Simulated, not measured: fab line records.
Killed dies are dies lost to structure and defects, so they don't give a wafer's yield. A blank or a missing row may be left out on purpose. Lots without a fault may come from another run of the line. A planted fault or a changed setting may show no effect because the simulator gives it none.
8D (eight disciplines) problem report, filled in by code	flow gf180mcu	the parts of the form that need people (team, actions taken, sign-off) are left out

## 1. WHAT IS WRONG
chamberPressurePa at GF_M2_SPUTTER_00 reads a mean of 2.195 Pa on 6 wafers of 2 lots; wafers without a fault read 2.000 Pa with a standard deviation of 0.004. That is +49 standard deviations from the usual mean.
The step: material Ti, target thk 37.5 nm, time 150 s.
First observed at day 23 03:22: wafer L960.1, on pvdSputter-03. The record holds 39 wafers of 13 lots with a number at this step. By rule, "out" or "out of limits" means more than 4 standard deviations away from the usual mean. The rest of the wafers with a number are treated as sound.

## 2. WHAT THIS IS AND IS NOT
question	is	is not
which readings at this step	chamberPressurePa	-
which lots	L960, L962	L947, L949, L950, L951, L952, L953, L963, L965, L966, L967, L970
which wafers of those lots	all that have a number	-
read on which tools	pvdSputter-03	pvdSputter-01, pvdSputter-04
when	from day 23 03:22	up to then (18 sound wafers); but 15 sound wafers of L963, L965, L966, L967, L970 came after

## 3. WHAT RULES OUT EACH SUSPECT
Counting: a tool at a process step up to the reading stays a suspect if it ran every lot that is out and no sound lot after the first of them.
- pvdSputter-03 at GF_M2_SPUTTER_00 (material Ti, target thk 37.5 nm, time 150 s): kept. All lots that are out passed through it, beginning with L960 at day 23 03:22, and no sound lot followed; its final sound lot before that point was L951 at day 19 22:55. On those wafers its own readings are out: chamberPressurePa.
Remaining after the count: pvdSputter-03 at GF_M2_SPUTTER_00.

## 4. THE CAUSE (what the simulator had put in)
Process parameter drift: pvdSputter-03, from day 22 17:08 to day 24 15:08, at GF_M2_SPUTTER_00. From 2, the setting chamberPressurePa moved by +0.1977. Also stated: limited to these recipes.
This tool alone remained once counting was done.

## 5. THE EFFECT CHAIN, in route order
Rows list readings where the struck wafers' mean (over those with a number) sits beyond 3 standard deviations from the usual. Scope: only readings with a usual standard deviation given in the record; hours: median across lots of the time from each lot's start at the first step in this table that gives one to its start at this step; sigmas: change in usual standard deviations.
hours	step	reading	usual	on struck wafers	change	sigmas
0	GF_M2_SPUTTER_00	chamberPressurePa	2.000 Pa	2.195	+0.195	+49
Process steps it contains:
- GF_M2_SPUTTER_00: material Ti, target thk 37.5 nm, time 150 s.
Later steps that measure or inspect, where all struck wafers having a row at the step show a number for every such reading and not one has moved that far: GF_M3_OVL_MEAS_15.

## 6. WHAT WOULD HAVE CAUGHT IT SOONER
In this record the first reading out of limits was taken at day 23 03:22, 10 hours after the fault began at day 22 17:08.
